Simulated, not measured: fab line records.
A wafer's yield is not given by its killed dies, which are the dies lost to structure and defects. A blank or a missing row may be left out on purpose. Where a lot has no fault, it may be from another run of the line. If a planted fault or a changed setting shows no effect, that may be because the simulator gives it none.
Struck lot and sound lot, side by side ; flow sfq-line ; 15 steps out of a route of 325
Sound: wafers L182.1, L182.4, L182.6. Struck: wafers L189.2, L189.3 (left out: L189.6, a lot-mate that was not struck); the cause follows at the end.
For every step that has rows: the tool of each side, followed by ch and its chambers, followed by its first start. Under that, the readings that differ: sound wafers ; struck wafers ; difference of the means ; sigmas: that difference in standard deviations of wafers without a fault.
alike: readings whose means differ by less than 2 such deviations, and words and numbers that are the same on both sides. not compared: withheld readings, readings that some wafer has no value for, bounds like >300 that may hide the same value, and numbers for which the record gives no deviation and whose values overlap.
A row with sigmas, a row that says differs or no value, or rows on one side alone: a step with any of these is where the two part. Numbers that have no deviation but don't overlap get no sigmas and don't part them. A reading that every wafer of one side lacks parts them only if that side has two wafers or more.

first, 1 step without rows for these wafers: SFQ_TRILAYER_M3_STRIP_SOLV_CLEAN_080 (cleans in NMP, time 600 s).
SFQ_TRILAYER_I3_DEP_PECVD_081: deposits SiO2 from SiH4/N2O, time 111.11 s, target thk 500 nm.
  sound on pecvd-04 ch 0,1,2, day 30 20:52; struck on pecvd-04 ch 0,1, day 39 04:19
  alike: heater-power-w, throttle-valve-pct
SFQ_TRILAYER_I3_CMP_CMP_082: polishes SiO2.
  sound on cmp-02 ch 0,1,3, day 30 22:05; struck on cmp-01 ch 2,3, day 39 08:36
reading;sound;struck;difference;sigmas
time-to-endpoint-s (s);223 213 222;195 211;-16;-2
  alike: motor-current-A
SFQ_I3_BOW_MEAS_922:
  sound on film-metro-01 at day 31 00:05; struck on film-metro-02 at day 39 11:37
  alike: I3_BOW
SFQ_TRILAYER_I3_METRO_MEASURE_083:
  sound on film-metro-01 at day 31 00:13; struck on film-metro-02 at day 39 11:55
  alike: thk-nm
then, 6 steps without rows for these wafers: SFQ_TRILAYER_I3_VIA_LITHO_COAT_090 (resist thk 62 nm); SFQ_TRILAYER_I3_VIA_LITHO_COAT_085 (resist thk 650 nm); SFQ_TRILAYER_I3_VIA_LITHO_SOFTBAKE_089; SFQ_TRILAYER_I3_VIA_LITHO_EXPOSE_086 (exposes mask I3, target cd 500 nm); SFQ_TRILAYER_I3_VIA_LITHO_PEB_088 (peb time 60 s); SFQ_TRILAYER_I3_VIA_LITHO_DEVELOP_087 (time 60 s).
SFQ_I3_OVL_MEAS_923:
  sound on overlay-01 at day 37 12:39; struck on overlay-01 at day 39 18:08
  alike: I3_OVL
SFQ_TRILAYER_I3_VIA_BARC_OPEN_VIA_ETCH_121: etches BARC in O2, target depth 125 nm, time 41.7 s.
  sound on rie-diel-04 ch 0,2,3, day 37 12:41; struck on rie-diel-04 ch 0,1, day 39 18:10
reading;sound;struck;difference;sigmas
model.KrF_of_TRILAYER_I3_VIA_LITHO_COAT_085.thk-nm (nm);575.7 572.3 572.9;589.4 589.2;+15.7;
  alike: drypump-motor-current-A, oes-product-au
  not compared: rf-hours-counter-h
SFQ_TRILAYER_I3_VIA_ETCH_VIA_ETCH_088: etches SiO2 in CHF3, stops on Nb, target depth 260 nm.
  sound on rie-diel-04 ch 0,2,3, day 37 12:43; struck on rie-diel-04 ch 0,1, day 39 18:12
reading;sound;struck;difference;sigmas
model.KrF_of_TRILAYER_I3_VIA_LITHO_COAT_085.thk-nm (nm);532.3 527.5 528.4;545.8 545.2;+16.1;
  alike: drypump-motor-current-A, oes-product-au
SFQ_TRILAYER_I3_VIA_STRIP_STRIP_089: strips in O2.
  sound on rie-metal-04 ch 0,1, day 37 12:50; struck on rie-metal-01 ch 0, day 39 18:19
  alike: drypump-motor-current-A, oes-product-au
  not compared: rf-hours-counter-h

## WHERE THEY PART
Within this record, at SFQ_TRILAYER_I3_CMP_CMP_082 only. Later steps at which nothing parts them and some readings are alike: SFQ_I3_BOW_MEAS_922, SFQ_TRILAYER_I3_METRO_MEASURE_083, SFQ_I3_OVL_MEAS_923, SFQ_TRILAYER_I3_VIA_BARC_OPEN_VIA_ETCH_121, SFQ_TRILAYER_I3_VIA_ETCH_VIA_ETCH_088, SFQ_TRILAYER_I3_VIA_STRIP_STRIP_089.

WHY: the cause the simulator had injected
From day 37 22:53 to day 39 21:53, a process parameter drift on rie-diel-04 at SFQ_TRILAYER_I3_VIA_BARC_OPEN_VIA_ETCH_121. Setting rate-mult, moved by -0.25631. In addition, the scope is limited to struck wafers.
